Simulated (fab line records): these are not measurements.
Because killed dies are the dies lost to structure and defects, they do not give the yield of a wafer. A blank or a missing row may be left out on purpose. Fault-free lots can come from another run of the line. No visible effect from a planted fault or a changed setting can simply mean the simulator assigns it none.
One fault seen from 2 desks + flow gf180mcu + numbers are kept per desk, each desk with only its own; the story behind them comes last

## METROLOGY DESK
Means of the sampled wafers that have a number, per lot and without regard to the tool the lot ran on: this is what the gauges read. Marked OUT: a lot whose mean sits more than 4 standard deviations from the usual mean, which makes it out of limits; the brackets give that distance.
Columns: A = STI_OXIDATION_02_THK at GF_STI_THK_MEAS_30, usual 10.03 nm
| lot  | first seen here | A     |
|------|-----------------|-------|
| L258 | day 2 18:54     | 9.83  |
| L264 | day 4 00:01     | 9.93  |
| L273 | day 5 22:51     | 10.11 |
| L274 | day 6 02:56     | 10.12 |
| L276 | day 6 13:08     | 10.14 |
| L277 | day 6 17:55     | 10.01 |
This desk's finding: nothing out of limits on any of the 6 lots.

## FOR THE TOOL OWNER'S DESK: implanter-04
The tool's own readings at GF_DNWELL_IMPLANT_07: means of the sampled wafers that have a number, for each lot that ran on this tool. Marked OUT: a lot whose mean sits more than 4 standard deviations from the usual mean, which makes it out of limits; the brackets give that distance.
Columns: A = beam-energy-keV at GF_DNWELL_IMPLANT_07, usual 1499.9
| lot  | first seen here | A                |
|------|-----------------|------------------|
| L258 | day 3 07:49     | 1499.7           |
| L264 | day 4 13:22     | 1499.8           |
| L276 | day 7 04:26     | 1471.4 (-65) OUT |
| L277 | day 7 09:54     | 1470.6 (-67) OUT |
This desk's verdict: out of limits on L276, L277, starting with L276 at day 7 04:26 (beam-energy-keV at GF_DNWELL_IMPLANT_07). L258, L264: within limits.

## ALL TOGETHER
At day 7 04:26, on L276, L277, the tool owner's desk was in a position to raise an alarm.
Metrology desk: nothing out of limits seen.
The metrology desk holds a record of L276, L277, inside its limits.
Every lot named ran GF_DNWELL_IMPLANT_07 on implanter-04.

## WHAT THE SIMULATOR HAD INSERTED
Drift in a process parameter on implanter-04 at GF_DNWELL_IMPLANT_07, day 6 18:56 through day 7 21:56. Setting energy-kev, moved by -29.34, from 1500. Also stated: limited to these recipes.
Lots struck among those shown: L276, L277.
Time in hours from fault onset to the first out-of-limits reading at each desk: the tool owner's desk, 10.
